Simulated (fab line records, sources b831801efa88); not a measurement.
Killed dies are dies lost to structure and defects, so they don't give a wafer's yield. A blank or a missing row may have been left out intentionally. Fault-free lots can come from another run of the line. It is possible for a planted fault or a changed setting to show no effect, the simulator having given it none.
fab line records ; flow sky130
record: lots: 10; wafers: 30; lastDay: 51
route steps=708 shown VT_ADJUST_LVTN@115 VT_ADJUST_NCORE@127 SONOS_ONO@172 GATE_OXIDE@197 PAD_OPEN@708
lots untouched by any fault: they come from a run of this same line in which no faults occurred
startH: start of the lot's first displayed wafer, in hours after the record's first day ; waitH: how many hours have passed since the lot's step before this one ; " repeats the value in the row above ; L1.1+2: one row covering several wafers at once ; - no value, or no start was given ; * or withheld: withheld ; < > ~ a bound
route shown NAME@n: names a module that has steps shown in the file, with the first one's number in the route ; usual: average and standard deviation across the fault-free wafers ; same: alike in all rows ; chamber/n: place in a boat ; sites: each site's reading ; _std_site: the values' standard deviation ; _edge_site: outer sites' mean less inner sites' ; radiusMm: for every site, how far away it sits from the centre of the wafer ; mask NAME#n: copy n ; behind: the last tool/chamber to shape the wafer ; hold: the reason the lot was held/the length of the hold in hours/how it ended ; device: names the non-switching transistor (n, p or np) ; end of line: at the end of the route, the tests of the same wafers ; a step without rows: its recipe alone ; killed: the dies lost at the first sort to structure and to defects; this is not the yield of the wafer ; map: dies across one wafer; x = killed, . = not, _ = none there
set.NAME: setting as actually run; set.NAME@STEP: the setting as run at that earlier step ; model.NAME: the simulator's own value behind a step, which no gauge read
one table for each step of the route and one row for each wafer, over a sample of lots
services: from which hour (startH, from the record's first day; less than 0 if before it) a tool's chamber was out of use, for how many hours, and why
== steps ==
step: SKY_VT_ADJUST_LVTN_OVL_MEAS_18
usual: VT_ADJUST_LVTN_01_OVL: -1.1/1.8
lot.wafer;tool;chamber;startH;waitH;VT_ADJUST_LVTN_01_OVL[nm]
L985.2;overlay-01;-;170.06;0.1;-0.6
L985.4;overlay-01;-;170.06;0.1;-3.2
L985.5;overlay-01;-;170.06;0.1;-1.9
L986.1;overlay-01;-;174.72;0.1;-1.8
L986.3;overlay-01;-;174.72;0.1;-3.6
L986.4;overlay-01;-;174.72;0.1;-3.2
L988.1;overlay-02;-;188.55;0.1;0.2
L988.2;overlay-02;-;188.55;0.1;0.0
L988.6;overlay-02;-;188.55;0.1;-0.4
L989.1;overlay-01;-;197.55;0.1;1.6
L989.4;overlay-01;-;197.55;0.1;-0.1
L989.6;overlay-01;-;197.55;0.1;0.3
L992.3;overlay-02;-;214.38;0.1;-1.2
L992.4;overlay-02;-;214.38;0.1;-2.2
L992.6;overlay-02;-;214.38;0.1;-2.4
L997.2;overlay-01;-;245.12;0.1;-2.1
L997.4;overlay-01;-;245.12;0.1;-1.3
L997.6;overlay-01;-;245.12;0.1;-3.8
L105.1;overlay-02;-;304.30;0.1;-1.8
L105.2;overlay-02;-;304.30;0.1;-0.7
L105.3;overlay-02;-;304.30;0.1;-1.0
L106.1;overlay-02;-;313.95;0.1;-3.1
L106.4;overlay-02;-;313.95;0.1;-2.7
L106.6;overlay-02;-;313.95;0.1;-3.0
L107.3;overlay-01;-;315.71;0.1;-1.6
L107.5;overlay-01;-;315.71;0.1;-2.6
L107.6;overlay-01;-;315.71;0.1;-1.4
L108.2;overlay-02;-;318.30;0.1;-0.7
L108.3;overlay-02;-;318.30;0.1;0.2
L108.6;overlay-02;-;318.30;0.1;1.5
step: SKY_VT_ADJUST_NCORE_OVL_MEAS_08
usual: VT_ADJUST_NCORE_OVL: 0.5/1.4
lot.wafer;tool;chamber;startH;waitH;VT_ADJUST_NCORE_OVL[nm]
L985.2;overlay-02;-;191.12;0.1;-0.7
L985.4;overlay-02;-;191.12;0.1;0.3
L985.5;overlay-02;-;191.12;0.1;-1.8
L986.1;overlay-01;-;196.54;0.1;1.4
L986.3;overlay-01;-;196.54;0.1;0.6
L986.4;overlay-01;-;196.54;0.1;0.6
L988.1;overlay-02;-;210.47;0.1;-1.1
L988.2;overlay-02;-;210.47;0.1;-2.9
L988.6;overlay-02;-;210.47;0.1;-1.5
L989.1;overlay-01;-;219.94;0.1;1.4
L989.4;overlay-01;-;219.94;0.1;2.1
L989.6;overlay-01;-;219.94;0.1;0.8
L992.3;overlay-01;-;237.58;0.1;1.8
L992.4;overlay-01;-;237.58;0.1;1.1
L992.6;overlay-01;-;237.58;0.1;1.5
L997.2;overlay-01;-;270.34;0.1;2.5
L997.4;overlay-01;-;270.34;0.1;3.5
L997.6;overlay-01;-;270.34;0.1;2.5
L105.1;overlay-01;-;330.24;0.1;2.2
L105.2;overlay-01;-;330.24;0.1;-2.1
L105.3;overlay-01;-;330.24;0.1;1.8
L106.1;overlay-02;-;340.54;0.1;0.5
L106.4;overlay-02;-;340.54;0.1;1.8
L106.6;overlay-02;-;340.54;0.1;1.1
L107.3;overlay-01;-;342.20;0.1;-0.3
L107.5;overlay-01;-;342.20;0.1;-0.7
L107.6;overlay-01;-;342.20;0.1;3.7
L108.2;overlay-02;-;345.24;0.1;-0.8
L108.3;overlay-02;-;345.24;0.1;2.1
L108.6;overlay-02;-;345.24;0.1;0.8
step: SKY_SONOS_ONO_CVD_04
recipe: material: SiO2; precursor: SiH4/N2O; targetThkNm: 5.7199; tempC: 900; pressureMtorr: 400
usual: zonePowerUpperPct: 19.5/0.49
lot.wafer;tool;chamber;startH;waitH;zonePowerUpperPct
L985.2;lpcvd-03;0;262.74;0.0;20.0
L985.4;lpcvd-03;0;262.74;0.0;19.9
L985.5;lpcvd-03;0;262.74;0.0;19.8
L986.1;lpcvd-03;1;269.71;0.1;19.1
L986.3;lpcvd-03;1;269.71;0.1;18.8
L986.4;lpcvd-03;1;269.71;0.1;19.1
L988.1;lpcvd-03;0;285.42;0.1;20.4
L988.2;lpcvd-03;0;285.42;0.1;19.9
L988.6;lpcvd-03;0;285.42;0.1;20.2
L989.1;lpcvd-03;1;297.59;0.1;18.8
L989.4;lpcvd-03;1;297.59;0.1;19.3
L989.6;lpcvd-03;1;297.59;0.1;18.8
L992.3;lpcvd-03;0;318.20;0.0;20.5
L992.4;lpcvd-03;0;318.20;0.0;19.9
L992.6;lpcvd-03;0;318.20;0.0;20.0
L997.2;lpcvd-03;1;355.18;0.0;19.0
L997.4;lpcvd-03;1;355.18;0.0;18.9
L997.6;lpcvd-03;1;355.18;0.0;19.1
L105.1;lpcvd-03;1;421.13;0.1;19.2
L105.2;lpcvd-03;1;421.13;0.1;18.9
L105.3;lpcvd-03;1;421.13;0.1;19.2
L106.1;lpcvd-03;0;432.91;0.1;19.5
L106.4;lpcvd-03;0;432.91;0.1;19.8
L106.6;lpcvd-03;0;432.91;0.1;19.8
L107.3;lpcvd-03;1;436.20;0.0;19.1
L107.5;lpcvd-03;1;436.20;0.0;19.0
L107.6;lpcvd-03;1;436.20;0.0;19.4
L108.2;lpcvd-03;1;438.61;0.0;19.0
L108.3;lpcvd-03;1;438.61;0.0;19.2
L108.6;lpcvd-03;1;438.61;0.0;19.0
step: SKY_SONOS_ONO_THK_MEAS_05
recipe: reads: SiO2_of_SONOS_ONO_CVD_04
usual: SONOS_ONO_CVD_04_THK: 5.85/0.11
lot.wafer;tool;chamber;startH;waitH;SONOS_ONO_CVD_04_THK[nm]
L985.2;filmMetro-04;-;264.62;0.0;5.88
L985.4;filmMetro-04;-;264.62;0.0;5.85
L985.5;filmMetro-04;-;264.62;0.0;5.83
L986.1;filmMetro-02;-;271.58;0.0;6.11
L986.3;filmMetro-02;-;271.58;0.0;5.98
L986.4;filmMetro-02;-;271.58;0.0;5.87
L988.1;filmMetro-03;-;286.67;0.0;5.87
L988.2;filmMetro-03;-;286.67;0.0;5.93
L988.6;filmMetro-03;-;286.67;0.0;5.87
L989.1;filmMetro-04;-;299.47;0.0;5.81
L989.4;filmMetro-04;-;299.47;0.0;5.73
L989.6;filmMetro-04;-;299.47;0.0;5.89
L992.3;filmMetro-02;-;319.47;0.0;5.86
L992.4;filmMetro-02;-;319.47;0.0;5.98
L992.6;filmMetro-02;-;319.47;0.0;5.90
L997.2;filmMetro-03;-;356.44;0.0;6.19
L997.4;filmMetro-03;-;356.44;0.0;6.24
L997.6;filmMetro-03;-;356.44;0.0;6.32
L105.1;filmMetro-02;-;422.38;0.0;5.85
L105.2;filmMetro-02;-;422.38;0.0;6.00
L105.3;filmMetro-02;-;422.38;0.0;5.82
L106.1;filmMetro-04;-;434.16;0.0;5.96
L106.4;filmMetro-04;-;434.16;0.0;5.89
L106.6;filmMetro-04;-;434.16;0.0;5.94
L107.3;filmMetro-03;-;437.47;0.0;5.97
L107.5;filmMetro-03;-;437.47;0.0;6.00
L107.6;filmMetro-03;-;437.47;0.0;5.87
L108.2;filmMetro-02;-;439.87;0.0;5.90
L108.3;filmMetro-02;-;439.87;0.0;5.73
L108.6;filmMetro-02;-;439.87;0.0;5.83
step: SKY_GATE_OXIDE_OVL_MEAS_10
usual: GATE_OXIDE_OVL: 0.8/1.2
lot.wafer;tool;chamber;startH;waitH;GATE_OXIDE_OVL[nm]
L985.2;overlay-01;-;316.67;0.1;3.5
L985.4;overlay-01;-;316.67;0.1;3.0
L985.5;overlay-01;-;316.67;0.1;3.7
L986.1;overlay-01;-;325.95;0.1;2.2
L986.3;overlay-01;-;325.95;0.1;2.0
L986.4;overlay-01;-;325.95;0.1;2.1
L988.1;overlay-02;-;342.15;0.1;-1.1
L988.2;overlay-02;-;342.15;0.1;-1.3
L988.6;overlay-02;-;342.15;0.1;1.2
L989.1;overlay-02;-;354.22;0.1;1.5
L989.4;overlay-02;-;354.22;0.1;0.1
L989.6;overlay-02;-;354.22;0.1;-1.0
L992.3;overlay-02;-;377.18;0.1;-0.2
L992.4;overlay-02;-;377.18;0.1;0.6
L992.6;overlay-02;-;377.18;0.1;0.7
L997.2;overlay-02;-;416.21;0.1;2.3
L997.4;overlay-02;-;416.21;0.1;0.8
L997.6;overlay-02;-;416.21;0.1;2.4
L105.1;overlay-01;-;489.15;0.1;-0.2
L105.2;overlay-01;-;489.15;0.1;1.9
L105.3;overlay-01;-;489.15;0.1;-0.2
L106.1;overlay-01;-;500.02;0.1;2.1
L106.4;overlay-01;-;500.02;0.1;0.2
L106.6;overlay-01;-;500.02;0.1;-0.9
L107.3;overlay-02;-;502.56;0.1;0.6
L107.5;overlay-02;-;502.56;0.1;0.7
L107.6;overlay-02;-;502.56;0.1;1.7
L108.2;overlay-02;-;505.77;0.1;0.1
L108.3;overlay-02;-;505.77;0.1;0.6
L108.6;overlay-02;-;505.77;0.1;0.6
step: SKY_PAD_OPEN_PROBE_99
usual: killed_at_M0_to_M3: 43/7.3; killed_at_M4_up: 3.4/2.1; killedAtContacts: 24/5.9; killedAtFrontEnd: 14/4; killedAtOther: 0.3/0.54; killedDies: 85/10; killedOnRim: 17/3.7; killedOpen: 46/7.7; killedShort: 38/6
same: grossDies: 492; killedAtBackSide: 0
lot.wafer;tool;chamber;startH;waitH;killed_at_M0_to_M3;killed_at_M4_up;killedAtContacts;killedAtFrontEnd;killedAtOther;killedDies;killedOnRim;killedOpen;killedShort
L997.2;prober-02;-;1164.52;0.1;29;3;29;25;0;86;18;55;31
killed by level:class
L997.2 LI_CONTACT:geometricParticle:open=15 POLY_GATE:geometricParticle:open=11 VIA3:geometricParticle:open=8 POLY_GATE:geometricParticle:short=6 VIA1:geometricParticle:open=5 VIA2:geometricParticle:open=5 CONTACT:geometricParticle:open=4 FIELD_ISO:geometricParticle:short=3
== services ==
tool;chamber;startH;hours;kind
lpcvd-03;-;252.13;1.4;repair
== key ==
firstSign: step: SKY_SONOS_ONO_THK_MEAS_05; reading: SONOS_ONO_CVD_04_THK; direction: up; sigmas: 3.7; usual: 5.85; struck: 6.25
effect none on later readings
metAt SKY_SONOS_ONO_CVD_04
struckLots L997
struckWafers L997.2,L997.4,L997.6
testerLeftOut L997
notActingAt SKY_VT_ADJUST_LVTN_OVL_MEAS_18,SKY_VT_ADJUST_NCORE_OVL_MEAS_08,SKY_GATE_OXIDE_OVL_MEAS_10
onsetBetween 297.59 355.18
fault: kind: processParameterDrift; tool: lpcvd-03; chamber: 1; onsetH: 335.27; steps: SKY_SONOS_ONO_CVD_04; channel: targetThkNm; offset: 0.30485; shape: step; endH: 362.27; stated: 5.7199
testerLeftOut: of these lots the tester's yield and bins aren't shown, on N5 and GAA mostly nor the transistor test; their killed dies are dies lost to structure and defects alone, not to doping, threshold or leakage, so they don't give the yield
